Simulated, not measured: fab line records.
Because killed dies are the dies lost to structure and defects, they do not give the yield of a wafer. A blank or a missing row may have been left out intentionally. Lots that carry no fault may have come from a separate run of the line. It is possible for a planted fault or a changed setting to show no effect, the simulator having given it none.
The tool behind it: which one?    flow gf180mcu    12 lots, 36 wafers sampled, at 2 steps of a route of 602

WHAT THE GAUGES SHOWED, per wafer
GF_M3_RS_MEAS_05: a four-point-probe measurement.
lot   measured      on             M3_ALCU_RS (ohm/sq)
L075  day 20 17:56  film_metro-01  0.0698 0.0705 0.0704
L076  day 21 19:19  film_metro-03  0.0703 0.0698 0.0705
L079  day 22 15:07  film_metro-04  0.0710 0.0716 0.0718
L081  day 23 04:11  film_metro-01  0.0696 0.0705 0.0697
L083  day 23 16:20  film_metro-03  0.0700 0.0698 0.0703
L085  day 24 12:37  film_metro-03  0.0689 0.0682 0.0695
L087  day 25 02:41  film_metro-04  0.0696 0.0692 0.0705
L089  day 25 13:00  film_metro-03  0.0694 0.0684 0.0700
L091  day 26 05:26  film_metro-03  0.0696 0.0678 0.0694
L093  day 26 21:29  film_metro-01  0.0697 0.0700 0.0709
L095  day 27 13:13  film_metro-04  0.0696 0.0696 0.0683
L097  day 28 00:53  film_metro-01  0.0699 0.0695 0.0699

EACH LOT AND THE TOOL THAT RAN IT (in order: tool; ch and the chambers of the sampled wafers; start)
lot   GF_SALICIDE_RTA_08
L075  rtp_anneal-02 ch 0, day 15 13:02
L076  rtp_anneal-01 ch 0, day 16 12:18
L079  rtp_anneal-01 ch 0, day 17 08:10
L081  rtp_anneal-02 ch 0, day 17 19:47
L083  rtp_anneal-02 ch 0, day 18 10:15
L085  rtp_anneal-02 ch 0, day 19 06:02
L087  rtp_anneal-01 ch 0, day 19 21:49
L089  rtp_anneal-01 ch 0, day 20 09:38
L091  rtp_anneal-01 ch 0, day 21 05:40
L093  rtp_anneal-02 ch 0, day 21 22:13
L095  rtp_anneal-01 ch 0, day 22 18:29
L097  rtp_anneal-01 ch 0, day 23 08:29
- GF_SALICIDE_RTA_08: time 30 s.

THE ANSWER, worked out from the rows above alone
Rule: the usual values come from the lots themselves. The widest of any qualifying gaps counts: lots, ordered by their means at a reading, are off when they make up no more than a third of the lots, leave a main group of 4 or more, and stand apart from it by 3 or more times the standard deviation of that group's means. A main group is skipped when, at the precision printed for the reading in the tables above, its means are all equal. Also off: a lot with no number at a reading for which 4 or more lots have one. Where the step has rows for the other lots, those lots are counted as sound.
No lot is off on any of the readings shown, so nothing can be concluded from this.

WHAT HAD BEEN PUT IN BY THE SIMULATOR
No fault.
